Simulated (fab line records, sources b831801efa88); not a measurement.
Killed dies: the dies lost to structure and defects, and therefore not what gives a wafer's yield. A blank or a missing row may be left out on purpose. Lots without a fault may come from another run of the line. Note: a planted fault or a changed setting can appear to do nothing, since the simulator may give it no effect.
What tool caused it? ; flow gf180mcu ; 13 lots with 39 wafers sampled at 2 steps, on a route of 602 steps

== WHAT THE GAUGES SHOWED, per wafer ==
GF_M5_OVL_MEAS_08.
lot;measured;on;M5_OVL (nm)
L204;day 27 00:16;overlay-02;-9 0 0
L205;day 27 00:47;overlay-02;-6 -9 -9
L206;day 27 09:25;overlay-01;-6 -6 -7
L207;day 27 21:53;overlay-02;-2 -5 -9
L208;day 28 02:35;overlay-02;-4 -4 -1
L211;day 28 22:49;overlay-02;-16 -13 -15
L217;day 30 18:24;overlay-01;4 -6 5
L218;day 30 23:44;overlay-02;-3 -2 -8
L220;day 31 11:27;overlay-01;-10 -8 -4
L221;day 32 01:55;overlay-02;-3 -11 -5
L222;day 32 06:19;overlay-02;-7 -9 -7
L223;day 32 06:36;overlay-01;-1 1 -3
L225;day 32 16:04;overlay-01;-10 -15 -7

GF_V5_THK_MEAS_01.
lot;measured;on;V5_CVD_00_THK (nm)
L204;day 27 01:21;film metro-01;295.3 296.0 297.5
L205;day 27 01:38;film metro-02;303.7 302.7 302.7
L206;day 27 10:35;film metro-01;297.4 302.5 299.1
L207;day 27 22:44;film metro-02;303.1 303.3 306.6
L208;day 28 03:21;film metro-01;304.6 305.6 304.6
L211;day 28 23:37;film metro-02;301.3 299.0 299.6
L217;day 30 19:11;film metro-02;299.7 298.1 303.1
L218;day 31 00:30;film metro-01;299.3 301.3 294.5
L220;day 31 12:14;film metro-01;299.1 297.2 297.6
L221;day 32 02:40;film metro-02;300.7 305.3 302.3
L222;day 32 07:08;film metro-03;299.6 299.9 303.9
L223;day 32 07:22;film metro-03;296.6 301.6 300.4
L225;day 32 16:50;film metro-03;300.0 299.6 299.8

== WHICH TOOL RAN EACH LOT (tool, then ch and the chambers of the sampled wafers, then the start) ==
There is no process step in the record ahead of these readings.

== WHAT THE TOOLS THEMSELVES READ (means of the sampled wafers that have a number; where no wafer has one, the mark that the record gives instead) ==
The record holds no such reading with a usual standard deviation.

== THE ANSWER, worked out from the rows above alone ==
Rule: the usual values come from the lots themselves. Put in order of their means at a reading, lots are off if they are a third of the lots or fewer, leave a main group of 4 or more, and stand apart from it by a gap of 3 or more times the standard deviation of the main group's means; of several such gaps the widest counts. Not used: any main group whose means are identical at the precision the tables above print for the reading. A lot without any number at a reading at which 4 lots or more have one is off too. All remaining lots with rows at the step are treated as sound. After the gauges, taken in route order, come the tools' own readings; for these a lot's mean is taken, as printed above. The first step at which some lot is off is used, and at that step the reading that is off furthest; a lot without a number counts as furthest.
Across all readings shown, no lot is off: no conclusion can be drawn from this.

== WHAT HAD BEEN PUT IN BY THE SIMULATOR ==
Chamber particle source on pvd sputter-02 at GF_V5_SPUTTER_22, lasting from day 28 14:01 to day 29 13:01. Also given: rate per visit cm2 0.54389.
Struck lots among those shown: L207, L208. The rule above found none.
